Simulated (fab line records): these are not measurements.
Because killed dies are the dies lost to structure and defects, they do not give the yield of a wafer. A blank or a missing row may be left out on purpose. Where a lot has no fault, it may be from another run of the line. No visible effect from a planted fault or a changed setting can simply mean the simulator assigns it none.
fab line records	flow gf180mcu
record: lots: 12	wafers: 36	last-day: 34
route steps=602 shown M4@470 V4@499 TOP_METAL@567 PASSIVATION@589
lots with no fault: from the same line, run without faults
start-h: hours from the record's opening day to when the first of the lot's shown wafers began	wait-h: hours since the lot's step before	" repeats the value in the row above	L1.1+2: one row covering several wafers at once	- value missing, or start not given	* or withheld: withheld	< > ~ a bound
route shown NAME@n: NAME is a module with steps in the file, n the number in the route of the first one	usual: average and standard deviation across the fault-free wafers	same: alike in all rows	chamber/n: place in a boat	sites: each site's reading	_std_site: how widely they spread, as a standard deviation	_edge_site: mean of outer sites minus mean of inner sites	radius-mm: for every site, how far away it sits from the centre of the wafer	mask NAME#n: copy n	behind: the tool/chamber that last shaped the wafer	hold: why the lot went on hold/how many hours it stayed there/how the hold came to an end	device: the n, p or np transistor that did not switch	end of line: tests run on the same wafers once the route is complete	a step with no rows: only its recipe	killed: count of dies lost to structure and defects at first sort (not the wafer's yield)	map: the dies of a wafer, with x for killed, . for not killed, _ for no die there
set.NAME: the setting as run; set.NAME@STEP: as run at that earlier step	model.NAME: the simulator's own value behind a step, which no gauge read
one table for each step of the route and one row for each wafer, over a sample of lots
services: from which hour (start-h, from the record's first day; less than 0 if before it) a tool's chamber was out of use, for how many hours, and why
== steps ==
step: GF_M4_CD_MEAS_14
recipe: target-cd-nm: 280
usual: cd-nm: 280.0/1.2
lot.wafer	tool	chamber	start-h	wait-h	cd-nm
L463.1	cd-sem-01	-	558.44	0.1	279.2
L463.3	"	-	"	"	279.9
L463.5	"	-	"	"	278.0
L468.1	cd-sem-01	-	601.71	0.1	280.5
L468.5	"	-	"	"	280.3
L468.6	"	-	"	"	280.2
L469.4	cd-sem-01	-	608.62	0.1	280.2
L469.5	"	-	"	"	281.0
L469.6	"	-	"	"	280.7
L470.1	cd-sem-02	-	615.66	0.1	281.1
L470.2	"	-	"	"	281.2
L470.5	"	-	"	"	281.2
L471.2	cd-sem-01	-	628.48	0.1	278.8
L471.3	"	-	"	"	276.6
L471.4	"	-	"	"	278.4
L472.2	cd-sem-02	-	630.18	0.1	280.1
L472.3	"	-	"	"	280.1
L472.6	"	-	"	"	280.0
L473.1	cd-sem-01	-	639.44	0.1	280.3
L473.3	"	-	"	"	282.3
L473.6	"	-	"	"	282.4
L477.3	cd-sem-02	-	666.15	0.1	282.0
L477.5	"	-	"	"	281.6
L477.6	"	-	"	"	280.9
L478.1	cd-sem-01	-	671.75	0.1	278.6
L478.3	"	-	"	"	278.8
L478.4	"	-	"	"	279.1
L481.1	cd-sem-02	-	691.76	0.1	279.1
L481.4	"	-	"	"	279.0
L481.6	"	-	"	"	278.6
L482.3	cd-sem-02	-	697.18	0.1	281.0
L482.4	"	-	"	"	279.9
L482.6	"	-	"	"	280.5
L483.1	cd-sem-02	-	702.86	0.1	281.0
L483.5	"	-	"	"	280.4
L483.6	"	-	"	"	280.6
step: GF_V4_CVD_23
recipe: material: W	target-thk-nm: 350	time-s: 104.9	temp-c: 400	pressure-torr: 40
usual: heater-power-w: 867/44	susceptor-temp-C: 400.02/0.25
lot.wafer	tool	chamber	start-h	wait-h	heater-power-w	since-wet-clean-h	susceptor-temp-C
L463.1	cvd-w-02	1	582.56	0.0	925	679	399.62
L463.3	"	1	"	"	937	-	399.87
L463.5	"	1	"	"	917	-	399.82
L468.1	cvd-w-02	1	625.67	0.0	933	722	400.34
L468.5	"	0	"	"	793	-	400.41
L468.6	"	1	"	"	920	-	400.27
L469.4	cvd-w-01	1	631.47	0.1	842	-	400.19
L469.5	"	1	"	"	862	-	399.88
L469.6	"	0	"	"	882	-	400.24
L470.1	cvd-w-01	0	637.94	0.0	881	234	399.81
L470.2	"	1	"	"	864	234	400.32
L470.5	"	1	"	"	851	-	400.34
L471.2	cvd-w-01	1	650.61	0.0	852	247	399.43
L471.3	"	1	"	"	869	-	399.73
L471.4	"	0	"	"	877	-	399.56
L472.2	cvd-w-01	0	652.38	0.0	841	248	400.09
L472.3	"	0	"	"	852	-	399.98
L472.6	"	1	"	"	865	-	400.51
L473.1	cvd-w-01	1	662.40	0.0	854	258	399.92
L473.3	"	1	"	"	848	-	400.15
L473.6	"	0	"	"	870	-	400.11
L477.3	cvd-w-01	1	687.44	0.1	871	-	400.31
L477.5	"	1	"	"	846	-	400.14
L477.6	"	0	"	"	900	-	399.47
L478.1	cvd-w-02	1	693.27	0.0	958	789	399.97
L478.3	"	0	"	"	799	-	399.67
L478.4	"	1	"	"	928	-	400.01
L481.1	cvd-w-02	1	712.67	0.0	942	809	399.74
L481.4	"	0	"	"	806	-	399.88
L481.6	"	0	"	"	800	-	399.53
L482.3	cvd-w-02	0	718.12	0.1	808	-	400.02
L482.4	"	1	"	"	938	-	400.44
L482.6	"	1	"	"	933	-	400.37
L483.1	cvd-w-01	1	722.87	0.0	868	319	399.99
L483.5	"	0	"	"	885	-	399.92
L483.6	"	1	"	"	848	-	400.18
step: GF_TOP_METAL_SPUTTER_00
recipe: material: Ti	target-thk-nm: 37.5	arriving-ion-energy-ev: 80	substrate-temp-c: 200	chamber-pressure-pa: 2	power-w: 4000	time-s: 150
usual: cathode-dc-power-W: 4000.0/0.77	throttle-valve-pct: 29.5/0.81
lot.wafer	tool	chamber	start-h	wait-h	cathode-dc-power-W	throttle-valve-pct
L463.1	pvd-sputter-04	-	650.00	0.2	4000.2	30.1
L463.3	"	-	"	"	3999.1	29.8
L463.5	"	-	"	"	4000.2	29.5
L468.1	pvd-sputter-04	-	688.86	0.2	4001.9	29.9
L468.5	"	-	"	"	4000.0	29.6
L468.6	"	-	"	"	4001.6	30.9
L469.4	pvd-sputter-04	-	694.27	0.2	3999.7	29.9
L469.5	"	-	"	"	3999.9	29.8
L469.6	"	-	"	"	4000.2	29.7
L470.1	pvd-sputter-01	-	699.63	0.2	4000.3	29.4
L470.2	"	-	"	"	4000.3	27.8
L470.5	"	-	"	"	3999.7	27.7
L471.2	pvd-sputter-04	-	710.83	0.1	4000.1	29.8
L471.3	"	-	"	"	3999.4	29.8
L471.4	"	-	"	"	4000.2	29.4
L472.2	pvd-sputter-04	-	713.16	0.2	3999.4	29.9
L472.3	"	-	"	"	4001.2	29.8
L472.6	"	-	"	"	3999.9	30.1
L473.1	pvd-sputter-02	-	721.83	0.2	4000.7	27.8
L473.3	"	-	"	"	4000.4	30.0
L473.6	"	-	"	"	4000.6	29.7
L477.3	pvd-sputter-02	-	749.11	0.1	4001.0	29.8
L477.5	"	-	"	"	4001.4	29.4
L477.6	"	-	"	"	4000.5	29.9
L478.1	pvd-sputter-04	-	751.21	0.1	3999.4	31.1
L478.3	"	-	"	"	4000.5	29.7
L478.4	"	-	"	"	4000.2	29.8
L481.1	pvd-sputter-02	-	769.38	0.1	3999.4	30.0
L481.4	"	-	"	"	4000.1	29.5
L481.6	"	-	"	"	4001.1	29.8
L482.3	pvd-sputter-02	-	771.74	0.2	4000.1	30.2
L482.4	"	-	"	"	3999.7	29.8
L482.6	"	-	"	"	4000.2	28.0
L483.1	pvd-sputter-04	-	775.65	0.1	4000.7	31.0
L483.5	"	-	"	"	4000.7	29.8
L483.6	"	-	"	"	3999.7	29.7
step: GF_PASSIVATION_CVD_02
recipe: material: Si3N4	target-thk-nm: 700	time-s: 486.18	temp-c: 400	rf-w: 450
usual: heater-power-w: 725/93	susceptor-temp-C: 399.95/0.22
lot.wafer	tool	chamber	start-h	wait-h	heater-power-w	since-wet-clean-h	susceptor-temp-C
L463.1	pecvd-04	2	671.20	0.1	829	705	400.04
L463.3	"	0	"	"	675	705	399.90
L463.5	"	0	"	"	542	-	399.74
L468.1	pecvd-01	0	709.07	0.1	828	104	400.44
L468.5	"	1	"	"	596	-	399.90
L468.6	"	0	"	"	687	-	400.41
L469.4	pecvd-01	2	713.17	0.2	903	-	399.74
L469.5	"	1	"	"	572	-	399.90
L469.6	"	0	"	"	803	-	399.99
L470.1	pecvd-04	2	718.55	0.1	836	752	399.96
L470.2	"	1	"	"	635	752	400.10
L470.5	"	1	"	"	695	-	399.95
L471.2	pecvd-01	0	729.78	0.0	845	125	399.82
L471.3	"	1	"	"	678	125	399.48
L471.4	"	1	"	"	698	-	399.84
L472.2	pecvd-03	1	732.37	0.0	630	349	399.89
L472.3	"	0	"	"	813	349	399.96
L472.6	"	0	"	"	665	-	399.93
L473.1	pecvd-04	2	740.45	0.1	750	774	399.91
L473.3	"	1	"	"	680	774	399.79
L473.6	"	1	"	"	681	-	399.84
L477.3	pecvd-04	1	766.37	0.0	676	800	399.98
L477.5	"	0	"	"	570	-	399.95
L477.6	"	2	"	"	679	-	399.52
L478.1	pecvd-04	2	769.10	0.1	851	803	399.92
L478.3	"	1	"	"	657	803	400.19
L478.4	"	0	"	"	636	-	400.00
L481.1	pecvd-01	0	786.82	0.1	786	182	400.12
L481.4	"	0	"	"	808	-	400.27
L481.6	"	2	"	"	901	-	400.05
L482.3	pecvd-01	0	788.56	0.0	745	184	399.91
L482.4	"	1	"	"	724	-	399.63
L482.6	"	2	"	"	882	-	400.21
L483.1	pecvd-03	2	791.79	0.1	676	409	400.07
L483.5	"	2	"	"	715	-	399.70
L483.6	"	0	"	"	657	-	399.94
step: GF_PASSIVATION_THK_MEAS_03
recipe: reads: Si3N4_of_PASSIVATION_CVD_02
usual: PASSIVATION_CVD_02_THK: 701/7.4
lot.wafer	tool	chamber	start-h	wait-h	PASSIVATION_CVD_02_THK[nm]
L463.1	film-metro-03	-	671.49	0.1	696
L463.3	"	-	"	"	698
L463.5	"	-	"	"	698
L468.1	film-metro-02	-	709.35	0.1	697
L468.5	"	-	"	"	699
L468.6	"	-	"	"	703
L469.4	film-metro-03	-	713.34	0.0	706
L469.5	"	-	"	"	705
L469.6	"	-	"	"	706
L470.1	film-metro-03	-	718.84	0.1	707
L470.2	"	-	"	"	694
L470.5	"	-	"	"	707
L471.2	film-metro-04	-	730.08	0.2	696
L471.3	"	-	"	"	692
L471.4	"	-	"	"	713
L472.2	film-metro-03	-	732.66	0.2	697
L472.3	"	-	"	"	692
L472.6	"	-	"	"	701
L473.1	film-metro-02	-	740.73	0.1	693
L473.3	"	-	"	"	690
L473.6	"	-	"	"	705
L477.3	film-metro-03	-	766.68	0.2	696
L477.5	"	-	"	"	697
L477.6	"	-	"	"	736
L478.1	film-metro-03	-	769.44	0.2	733
L478.3	"	-	"	"	698
L478.4	"	-	"	"	744
L481.1	film-metro-02	-	787.10	0.1	704
L481.4	"	-	"	"	704
L481.6	"	-	"	"	702
L482.3	film-metro-02	-	788.87	0.2	704
L482.4	"	-	"	"	712
L482.6	"	-	"	"	717
L483.1	film-metro-03	-	792.08	0.1	696
L483.5	"	-	"	"	707
L483.6	"	-	"	"	701
== services ==
tool	chamber	start-h	hours	kind
pvd-sputter-02	-	562.78	9.5	repair
pecvd-01	1	568.35	3.9	repair
pvd-sputter-04	2	581.52	-	consumable-replace:kit
pvd-sputter-04	2	581.52	18.0	scheduled-down
pvd-sputter-04	2	581.52	18.0	vent-cycle
pecvd-01	-	591.12	14.0	pm
pecvd-01	0	591.12	14.0	vent-cycle
pecvd-01	1	591.12	14.0	vent-cycle
pecvd-01	2	591.12	14.0	vent-cycle
cvd-w-01	-	598.41	6.0	pm
pvd-sputter-01	-	602.63	1.8	repair
cvd-w-02	1	605.11	6.4	repair
pecvd-01	0	605.12	-	clean
pecvd-01	1	605.12	-	clean
pecvd-01	2	605.12	-	clean
cvd-w-01	0	608.36	7.1	repair
pvd-sputter-04	-	611.63	0.7	repair
pecvd-01	1	665.07	10.4	repair
pecvd-03	0	666.56	9.8	repair
pvd-sputter-01	-	689.62	0.5	repair
pecvd-01	-	696.40	2.2	repair
cvd-w-02	0	733.21	4.6	repair
pecvd-03	0	745.62	5.5	repair
pvd-sputter-01	-	769.69	7.7	repair
== key ==
first-sign: step: GF_PASSIVATION_THK_MEAS_03	reading: PASSIVATION_CVD_02_THK	direction: up	sigmas: 5	usual: 701	struck: 738
effect none on later readings
met-at GF_PASSIVATION_CVD_02
struck-lots L477,L478
struck-wafers L477.6,L478.1,L478.4
not-acting-at GF_M4_CD_MEAS_14,GF_V4_CVD_23,GF_TOP_METAL_SPUTTER_00
onset-between 740.45 766.37
fault: kind: process-parameter-drift	tool: pecvd-04	chamber: -	onset-h: 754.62	steps: GF_PASSIVATION_CVD_02	channel: target-thk-nm	offset: 32	shape: step	end-h: 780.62	scope: struck-wafers-only	acts-in: these-recipes-only	stated: 700
